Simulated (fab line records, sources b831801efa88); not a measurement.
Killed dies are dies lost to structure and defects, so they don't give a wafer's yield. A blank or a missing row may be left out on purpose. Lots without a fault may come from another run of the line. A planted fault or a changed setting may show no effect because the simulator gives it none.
fab line records | flow sky130
record lots=10 wafers=30 last_day=49
route steps=708 shown VIA1@461 METAL2@485 PAD_OPEN@708
lots that met no fault: from a run of the same line without faults
start_h: hours from the record's first day to the start of the lot's first wafer shown | wait_h: hours since the lot's step before | " the same as in the row above | L1.1+2: a row that stands for several wafers | - no value, or no start given | * or withheld: withheld | < > ~ a bound
route shown NAME@n: a module of which the file shows steps, and the number in the route of the first | usual: mean/standard deviation of fault-free wafers | same: alike in all rows | chamber/n: place in a boat | sites: the reading at each site | _std_site: their standard deviation | _edge_site: outer sites' mean less inner sites' | radius_mm: how far each site lies from the wafer's centre | mask NAME#n: copy n | behind: the tool/chamber that last shaped the wafer | hold: why the lot was held/for how many hours/how that ended | device: the transistor (n, p or np) that didn't switch | end of line: the same wafers' tests at the end of the route | a step without rows: its recipe alone | killed: dies lost to structure and defects at the first sort, not the wafer's yield | map: a wafer's dies, x killed, . not, _ none there
set.NAME: the setting as run; set.NAME@STEP: as run at that earlier step | model.NAME: the simulator's own value behind a step, which no gauge read
steps of the route over a sample of lots; a table a step, a row a wafer
services: from which hour (start_h, from the record's first day; less than 0 if before it) a tool's chamber was out of use, for how many hours, and why
## steps
# step SKY_VIA1_BOW_MEAS_03
# recipe mode=bow
# usual VIA1_BOW=81/6.9
# columns lot.wafer tool chamber start_h wait_h VIA1_BOW[um]
L658.1 film_metro-01 - 775.50 0.2 91
L658.2 " - " " 77
L658.5 " - " " 79
L663.3 film_metro-04 - 815.06 0.1 94
L663.4 " - " " 86
L663.5 " - " " 89
L666.2 film_metro-02 - 849.60 0.2 68
L666.5 " - " " 62
L666.6 " - " " 89
L668.2 film_metro-01 - 867.92 0.2 81
L668.4 " - " " 77
L668.6 " - " " 80
L669.1 film_metro-02 - 883.23 0.2 78
L669.2 " - " " 79
L669.3 " - " " 81
L671.3 film_metro-02 - 899.44 0.3 93
L671.5 " - " " 85
L671.6 " - " " 77
L673.2 film_metro-02 - 903.76 0.2 90
L673.4 " - " " 87
L673.5 " - " " 81
L674.1 film_metro-02 - 904.80 0.1 78
L674.3 " - " " 70
L674.5 " - " " 73
L675.3 film_metro-04 - 908.74 0.2 80
L675.4 " - " " 79
L675.5 " - " " 91
L676.1 film_metro-04 - 913.68 0.2 97
L676.2 " - " " 86
L676.5 " - " " 85
# step SKY_VIA1_STRIP_16
# recipe chemistry=O2/N2 power_w=1400 pressure_mtorr=1500 platen_temp_c=withheld o2_flow_sccm=3000 n2_flow_sccm=300 overash_fraction=0.5
# usual drypump_motor_current_A=5.5/0.41 oes_product_au=0.415/0.0049 strip_time_to_endpoint_s=4.446/0.023
# columns lot.wafer tool chamber start_h wait_h drypump_motor_current_A oes_product_au rf_hours_counter_h strip_time_to_endpoint_s
L658.1 plasma_asher-04 1 802.12 0.0 5.0 0.411 36 4.441
L658.2 " 0 " " 5.9 0.417 36 4.437
L658.5 " 1 " " 5.0 0.411 - 4.436
L663.3 plasma_asher-04 1 841.56 0.1 5.0 0.411 - 4.451
L663.4 " 0 " " 5.9 0.428 - 4.474
L663.5 " 1 " " 5.0 0.424 - 4.463
L666.2 plasma_asher-02 1 875.67 0.0 5.9 0.413 76 4.442
L666.5 " 1 " " 5.9 0.418 - 4.444
L666.6 " 0 " " 5.3 0.410 - 4.462
L668.2 plasma_asher-04 1 893.32 0.0 5.0 0.418 45 4.414
L668.4 " 1 " " 5.0 0.417 - 4.424
L668.6 " 0 " " 5.9 0.413 - 4.405
L669.1 plasma_asher-01 1 909.17 0.0 5.1 0.403 112 4.433
L669.2 " 0 " " 5.9 0.412 112 4.433
L669.3 " 1 " " 5.1 0.419 - 4.473
L671.3 plasma_asher-04 0 924.70 0.1 5.9 0.408 - 4.422
L671.5 " 1 " " 4.9 0.417 - 4.408
L671.6 " 0 " " 5.9 0.418 - 4.405
L673.2 plasma_asher-04 1 928.39 0.0 5.0 0.414 48 4.469
L673.4 " 1 " " 5.0 0.417 - 4.446
L673.5 " 0 " " 5.9 0.416 - 4.453
L674.1 plasma_asher-02 0 929.04 0.0 5.3 0.413 82 4.426
L674.3 " 0 " " 5.3 0.419 - 4.435
L674.5 " 0 " " 5.3 0.407 - 4.430
L675.3 plasma_asher-01 0 934.05 0.1 5.9 0.417 - 4.458
L675.4 " 1 " " 5.1 0.418 - 4.451
L675.5 " 0 " " 5.9 0.419 - 4.460
L676.1 plasma_asher-02 0 938.84 0.0 5.3 0.414 83 4.436
L676.2 " 1 " " 5.9 0.415 83 4.468
L676.5 " 0 " " 5.3 0.414 - 4.445
# step SKY_VIA1_CVD_21
# recipe material=W target_thk_nm=270 time_s=80.902 temp_c=400 pressure_torr=40
# usual heater_power_w=897/110
# columns lot.wafer tool chamber start_h wait_h heater_power_w since_wet_clean_h
L658.1 cvd_w-02 1 802.83 0.0 881 399
L658.2 " 0 " " 882 399
L658.5 " 1 " " 917 -
L663.3 cvd_w-02 1 842.24 0.1 886 -
L663.4 " 0 " " 848 -
L663.5 " 1 " " 902 -
L666.2 cvd_w-01 0 876.37 0.0 777 972
L666.5 " 1 " " 1106 -
L666.6 " 0 " " 794 -
L668.2 cvd_w-01 0 894.04 0.0 791 990
L668.4 " 1 " " 1108 -
L668.6 " 1 " " 1082 -
L669.1 cvd_w-02 1 909.82 0.0 893 506
L669.2 " 0 " " 877 506
L669.3 " 1 " " 907 -
L671.3 cvd_w-02 1 925.86 0.1 900 -
L671.5 " 1 " " 884 -
L671.6 " 0 " " 864 -
L673.2 cvd_w-01 1 929.07 0.0 975 11
L673.4 " 1 " " 993 -
L673.5 " 1 " " 1015 -
L674.1 cvd_w-02 1 929.72 0.0 898 526
L674.3 " 0 " " 875 -
L674.5 " 1 " " 907 -
L675.3 cvd_w-02 0 934.70 0.1 866 -
L675.4 " 1 " " 910 -
L675.5 " 1 " " 907 -
L676.1 cvd_w-02 1 939.50 0.0 905 536
L676.2 " 0 " " 849 536
L676.5 " 0 " " 840 -
# step SKY_METAL2_SPUTTER_02
# recipe material=AlCu target_thk_nm=250 power_w=10600 time_s=13.3 chamber_pressure_pa=0.4
# usual throttle_valve_pct=29.8/1
# columns lot.wafer tool chamber start_h wait_h throttle_valve_pct
L658.1 pvd_sputter-03 - 803.45 0.0 30.5
L658.2 " - " " 30.7
L658.5 " - " " 30.6
L663.3 pvd_sputter-01 - 842.83 0.0 29.7
L663.4 " - " " 31.2
L663.5 " - " " 29.9
L666.2 pvd_sputter-04 - 876.99 0.0 28.9
L666.5 " - " " 31.0
L666.6 " - " " 30.6
L668.2 pvd_sputter-03 - 894.66 0.0 30.3
L668.4 " - " " 30.4
L668.6 " - " " 28.9
L669.1 pvd_sputter-01 - 910.44 0.0 29.6
L669.2 " - " " 30.9
L669.3 " - " " 31.4
L671.3 pvd_sputter-01 - 926.65 0.0 29.5
L671.5 " - " " 29.7
L671.6 " - " " 30.8
L673.2 pvd_sputter-03 - 930.02 0.0 28.7
L673.4 " - " " 30.0
L673.5 " - " " 28.6
L674.1 pvd_sputter-01 - 930.34 0.0 31.2
L674.3 " - " " 30.4
L674.5 " - " " 30.9
L675.3 pvd_sputter-04 - 935.55 0.0 31.2
L675.4 " - " " 28.5
L675.5 " - " " 28.3
L676.1 pvd_sputter-01 - 940.12 0.0 29.5
L676.2 " - " " 29.5
L676.5 " - " " 30.7
# step SKY_METAL2_RS_MEAS_05
# recipe thk_meas_gauge=four-point-probe reads=TiN_of_METAL2_SPUTTER_04+Ti_of_METAL2_SPUTTER_03+AlCu_of_METAL2_SPUTTER_02+TiN_of_METAL2_SPUTTER_01+Ti_of_METAL2_SPUTTER_00
# usual METAL2_ALCU_RS=0.1264/0.0016
# columns lot.wafer tool chamber start_h wait_h METAL2_ALCU_RS[ohm/sq]
L658.1 film_metro-04 - 803.54 0.0 0.1257
L658.2 " - " " 0.1271
L658.5 " - " " 0.1273
L663.3 film_metro-04 - 842.96 0.1 0.1277
L663.4 " - " " 0.1284
L663.5 " - " " 0.1274
L666.2 film_metro-01 - 877.10 0.0 0.1250
L666.5 " - " " 0.1264
L666.6 " - " " 0.1253
L668.2 film_metro-04 - 894.77 0.0 0.1268
L668.4 " - " " 0.1282
L668.6 " - " " 0.1292
L669.1 film_metro-04 - 910.53 0.0 0.1259
L669.2 " - " " 0.1234
L669.3 " - " " 0.1266
L671.3 film_metro-01 - 926.78 0.1 0.1276
L671.5 " - " " 0.1278
L671.6 " - " " 0.1254
L673.2 film_metro-03 - 930.13 0.0 0.1259
L673.4 " - " " 0.1266
L673.5 " - " " 0.1266
L674.1 film_metro-03 - 930.43 0.0 0.1852
L674.3 " - " " 0.1799
L674.5 " - " " 0.1801
L675.3 film_metro-03 - 935.68 0.1 0.1244
L675.4 " - " " 0.1248
L675.5 " - " " 0.1247
L676.1 film_metro-04 - 940.21 0.0 0.1862
L676.2 " - " " 0.1874
L676.5 " - " " 0.1835
# step SKY_METAL2_THK_MEAS_06
# recipe thk_meas_gauge=xrf reads=AlCu_of_METAL2_SPUTTER_02
# usual METAL2_ALCU_THK=248/3.6
# columns lot.wafer tool chamber start_h wait_h METAL2_ALCU_THK[nm]
L658.1 film_metro-04 - 803.66 0.1 251
L658.2 " - " " 247
L658.5 " - " " 247
L663.3 film_metro-04 - 843.06 0.1 245
L663.4 " - " " 244
L663.5 " - " " 246
L666.2 film_metro-01 - 877.21 0.1 250
L666.5 " - " " 249
L666.6 " - " " 248
L668.2 film_metro-04 - 894.88 0.1 246
L668.4 " - " " 244
L668.6 " - " " 243
L669.1 film_metro-04 - 910.65 0.1 248
L669.2 " - " " 253
L669.3 " - " " 247
L671.3 film_metro-01 - 926.88 0.1 242
L671.5 " - " " 243
L671.6 " - " " 246
L673.2 film_metro-03 - 930.24 0.1 249
L673.4 " - " " 247
L673.5 " - " " 247
L674.1 film_metro-03 - 930.55 0.1 173
L674.3 " - " " 175
L674.5 " - " " 176
L675.3 film_metro-03 - 935.78 0.1 252
L675.4 " - " " 249
L675.5 " - " " 249
L676.1 film_metro-04 - 940.33 0.1 172
L676.2 " - " " 171
L676.5 " - " " 174
# step SKY_METAL2_METAL_ETCH_19
# recipe target_depth_a=3600 stop_on=SiO2 over_etch_frac=0.3 time_s=78 chemistry=Cl2/BCl3 resist_sidewall_deg=88 pressure_mtorr=10 icp_w=900 bias_w=50.31 Cl2_flow_sccm=60 bcl3_flow_sccm=30
# usual bcl3_flow_sccm=30.00/0.089 drypump_motor_current_A=5.97/0.3 he_backside_leak_sccm=3.44/0.27 oes_product_au=0.856/0.0054 throttle_valve_pct=22.264/0.0088
# columns lot.wafer tool chamber start_h wait_h bcl3_flow_sccm drypump_motor_current_A he_backside_leak_sccm oes_product_au rf_hours_counter_h throttle_valve_pct
L658.1 rie_metal-03 1 830.43 0.0 29.93 5.63 3.21 0.854 5 22.255
L658.2 " 0 " " 29.99 6.20 3.15 0.854 1 22.263
L658.5 " 0 " " 30.02 6.18 3.18 0.861 - 22.277
L663.3 rie_metal-03 0 869.39 0.1 29.94 6.18 3.23 0.851 - 22.278
L663.4 " 1 " " 30.14 5.63 3.22 0.849 - 22.270
L663.5 " 0 " " 29.97 6.19 3.28 0.857 - 22.266
L666.2 rie_metal-02 1 903.34 0.0 30.01 5.69 3.65 0.855 5 22.273
L666.5 " 1 " " 30.01 5.68 3.43 0.859 - 22.268
L666.6 " 0 " " 30.17 6.20 3.47 0.853 - 22.256
L668.2 rie_metal-03 0 920.04 0.0 30.05 6.18 3.34 0.855 5 22.270
L668.4 " 1 " " 30.00 5.62 3.14 0.860 - 22.271
L668.6 " 1 " " 29.97 5.62 3.16 0.846 - 22.265
L669.1 rie_metal-01 1 936.09 0.0 29.84 5.76 3.24 0.852 15 22.266
L669.2 " 0 " " 29.92 6.43 3.33 0.869 11 22.270
L669.3 " 1 " " 29.93 5.74 3.20 0.859 - 22.283
L671.3 rie_metal-02 1 952.31 0.1 29.87 5.68 3.63 0.855 - 22.295
L671.5 " 1 " " 29.96 5.69 3.58 0.862 - 22.256
L671.6 " 0 " " 29.98 6.18 3.57 0.857 - 22.256
L673.2 rie_metal-03 1 954.94 0.0 29.92 5.62 3.24 0.849 11 22.249
L673.4 " 0 " " 30.02 6.19 3.16 0.859 - 22.263
L673.5 " 0 " " 30.05 6.16 3.19 0.863 - 22.256
L674.1 rie_metal-02 0 956.09 0.0 30.11 6.21 3.56 0.783 14 22.252
L674.3 " 1 " " 30.07 5.68 3.12 0.789 - 22.257
L674.5 " 1 " " 30.04 5.68 3.51 0.778 - 22.254
L675.3 rie_metal-02 0 960.12 0.1 29.78 6.16 3.59 0.862 - 22.260
L675.4 " 1 " " 30.04 5.69 3.49 0.854 - 22.264
L675.5 " 1 " " 30.04 5.69 3.45 0.863 - 22.264
L676.1 rie_metal-01 1 963.94 0.0 30.00 5.78 3.30 0.786 17 22.273
L676.2 " 0 " " 29.95 6.41 3.70 0.782 12 22.283
L676.5 " 1 " " 30.09 5.79 3.41 0.789 - 22.272
# step SKY_PAD_OPEN_PROBE_99
# usual defect_limited_yield=82.3/1.9 killed_at_M0_to_M3=44/7.6 killed_at_M4_up=3.2/1.7 killed_at_contacts=24/5.7 killed_at_front_end=16/3.9 killed_at_other=0.2/0.45 killed_dies=87/9.5 killed_open=47/6.9 killed_short=40/5.8 sort_bin_3_pad_short=0.9/0.4 sort_bin_5_function=10.4/1.4 sort_bin_6_memory=6.4/1.1 sort_n_pass=405/9.5 sort_yield_pct=82.3/1.9
# same gross_dies=492 killed_at_back_side=0 sort_bin_4_leakage[%]=0 sort_bin_8_speed[%]=0
# columns lot.wafer tool chamber start_h wait_h defect_limited_yield[%] killed_at_M0_to_M3 killed_at_M4_up killed_at_contacts killed_at_front_end killed_at_other killed_dies killed_open killed_short sort_bin_3_pad_short[%] sort_bin_5_function[%] sort_bin_6_memory[%] sort_n_pass sort_yield_pct[%]
L668.2 prober-01 - 1146.23 0.1 84.8 38 2 14 21 0 75 37 38 1.2 8.9 5.1 417 84.8
L668.4 prober-01 - 1146.33 0.2 85.8 33 6 17 14 0 70 34 36 0.6 7.9 5.7 422 85.8
L668.6 prober-01 - 1146.43 0.2 81.3 43 3 30 16 0 92 50 42 0.4 11.2 7.1 400 81.3
L669.1 prober-02 - 1163.17 0.1 82.7 47 4 21 13 0 85 43 42 0.4 10.2 6.7 407 82.7
L669.2 prober-02 - 1163.22 0.1 82.7 43 5 17 19 1 85 46 39 0.4 10.2 6.7 407 82.7
L669.3 prober-02 - 1163.27 0.2 80.7 40 1 34 20 0 95 45 50 2.2 10.4 6.7 397 80.7
L673.2 prober-02 - 1176.42 0.1 82.5 43 4 16 22 1 86 45 41 0.2 9.6 7.7 406 82.5
L673.4 prober-02 - 1176.52 0.2 80.3 52 6 26 13 0 97 50 47 0.6 12.6 6.5 395 80.3
L673.5 prober-02 - 1176.57 0.2 81.5 51 4 24 12 0 91 52 39 0.8 11.2 6.5 401 81.5
L674.1 prober-01 - 1178.95 0.1 80.5 53 1 24 18 0 96 47 49 0.6 11.2 7.7 396 80.5
L674.3 prober-01 - 1179.05 0.2 79.9 51 2 30 16 0 99 56 43 0.6 10.4 9.1 393 79.9
L674.5 prober-01 - 1179.15 0.2 81.5 46 3 24 18 0 91 50 41 0.6 11.6 6.3 401 81.5
# killed by level:class
L668.2 VIA1:geometric_particle:open=10 CONTACT:geometric_particle:open=8 POLY_GATE:geometric_particle:open=5 VIA1:geometric_particle:short=5 VIA3:geometric_particle:open=5 FIELD_ISO:geometric_particle:short=4 FIELD_ISO:geometric_particle:open=4 POLY_GATE:geometric_particle:short=4
L668.4 VIA2:geometric_particle:open=10 CONTACT:geometric_particle:open=9 METAL4:geometric_particle:short=5 METAL3:geometric_particle:short=5 FIELD_ISO:geometric_particle:short=4 METAL1:geometric_particle:short=4 CONTACT:geometric_particle:short=4 VIA1:geometric_particle:short=4
L668.6 VIA1:geometric_particle:open=10 LOCAL_INTERCONNECT:geometric_particle:short=9 LI_CONTACT:geometric_particle:open=8 CONTACT:geometric_particle:open=8 METAL2:geometric_particle:short=5 VIA3:geometric_particle:open=5 FIELD_ISO:geometric_particle:open=4 CONTACT:geometric_particle:short=4
L669.1 VIA1:geometric_particle:open=11 LI_CONTACT:geometric_particle:open=6 VIA1:geometric_particle:short=6 METAL3:geometric_particle:short=6 CONTACT:geometric_particle:open=5 METAL2:geometric_particle:short=5 VIA3:geometric_particle:open=5 FIELD_ISO:geometric_particle:open=4
L669.2 VIA1:geometric_particle:open=12 CONTACT:geometric_particle:open=9 METAL1:geometric_particle:short=7 VIA2:geometric_particle:open=7 VIA1:geometric_particle:short=5 LI_CONTACT:geometric_particle:open=4 METAL2:geometric_particle:short=4 VIA3:geometric_particle:short=4
L669.3 VIA1:geometric_particle:open=9 CONTACT:geometric_particle:open=8 LI_CONTACT:geometric_particle:short=7 LOCAL_INTERCONNECT:geometric_particle:short=7 LI_CONTACT:geometric_particle:open=6 METAL1:geometric_particle:short=6 VIA3:geometric_particle:short=6 VIA3:geometric_particle:open=6
L673.2 VIA2:geometric_particle:open=9 FIELD_ISO:geometric_particle:short=8 POLY_GATE:geometric_particle:open=8 VIA1:geometric_particle:open=7 CONTACT:geometric_particle:open=5 METAL2:geometric_particle:short=5 VIA3:geometric_particle:open=5 LI_CONTACT:geometric_particle:open=4
L673.4 VIA3:geometric_particle:open=9 LI_CONTACT:geometric_particle:open=8 CONTACT:geometric_particle:open=8 VIA1:geometric_particle:short=8 VIA1:geometric_particle:open=8 CONTACT:geometric_particle:short=7 METAL1:geometric_particle:short=6 VIA3:geometric_particle:short=6
L673.5 VIA3:geometric_particle:open=17 CONTACT:geometric_particle:open=11 VIA3:geometric_particle:short=7 CONTACT:geometric_particle:short=6 VIA1:geometric_particle:open=6 METAL1:geometric_particle:short=5 POLY_GATE:geometric_particle:short=4 METAL2:geometric_particle:short=4
L674.1 VIA1:geometric_particle:open=17 METAL1:geometric_particle:short=9 LI_CONTACT:geometric_particle:open=6 CONTACT:geometric_particle:open=6 VIA1:geometric_particle:short=6 LOCAL_INTERCONNECT:geometric_particle:short=5 FIELD_ISO:geometric_particle:short=4 CONTACT:geometric_particle:short=4
L674.3 VIA1:geometric_particle:open=18 CONTACT:geometric_particle:open=11 CONTACT:geometric_particle:short=7 LI_CONTACT:geometric_particle:open=5 METAL1:geometric_particle:short=5 VIA2:geometric_particle:open=5 VIA3:geometric_particle:open=5 FIELD_ISO:geometric_particle:open=4
L674.5 VIA1:geometric_particle:open=11 VIA1:geometric_particle:short=8 CONTACT:geometric_particle:open=7 LI_CONTACT:geometric_particle:open=6 LI_CONTACT:geometric_particle:short=6 VIA2:geometric_particle:open=6 VIA3:geometric_particle:open=6 FIELD_ISO:geometric_particle:short=5
## services
# columns tool chamber start_h hours kind
rie_metal-03 0 781.50 - clean
rie_metal-03 0 781.50 17.8 scheduled_down
rie_metal-03 0 781.50 17.8 vent_cycle
cvd_w-02 1 785.29 1.9 repair
pvd_sputter-01 - 785.73 0.7 repair
cvd_w-02 0 796.21 1.2 repair
cvd_w-01 - 800.73 6.9 pm
rie_metal-03 - 812.61 0.6 repair
cvd_w-02 - 821.80 2.8 pm
pvd_sputter-01 1 824.53 - consumable_replace:kit
pvd_sputter-01 1 824.53 18.0 scheduled_down
pvd_sputter-01 1 824.53 18.0 vent_cycle
pvd_sputter-01 - 836.39 6.2 repair
rie_metal-02 0 847.39 5.1 repair
pvd_sputter-04 - 890.21 0.9 repair
pvd_sputter-04 - 890.26 5.2 repair
pvd_sputter-04 - 894.11 5.4 repair
cvd_w-01 - 904.00 14.0 pm
cvd_w-01 0 935.34 7.3 repair
rie_metal-01 - 943.71 0.4 repair
plasma_asher-01 - 944.10 0.9 repair
cvd_w-02 0 944.83 13.3 repair
plasma_asher-04 - 953.69 1.6 repair
rie_metal-03 - 955.18 0.6 repair
## key
first_sign step=SKY_METAL2_RS_MEAS_05 reading=METAL2_ALCU_RS direction=up sigmas=36 usual=0.1264 struck=0.1837
effect step=SKY_METAL2_THK_MEAS_06 reading=METAL2_ALCU_THK direction=down sigmas=21 usual=248 struck=173
effect step=SKY_METAL2_METAL_ETCH_19 reading=oes_product_au direction=down sigmas=13 usual=0.856 struck=0.785
met_at SKY_METAL2_SPUTTER_02
struck_lots L674,L676
not_acting_at SKY_VIA1_BOW_MEAS_03,SKY_VIA1_STRIP_16,SKY_VIA1_CVD_21
onset_between 926.65 930.34
fault kind=process_parameter_drift tool=pvd_sputter-01 chamber=- onset_h=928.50 steps=SKY_METAL2_SPUTTER_02 channel=target_thk_nm offset=-75.707 shape=step end_h=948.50 acts_in=these_recipes_only stated=250
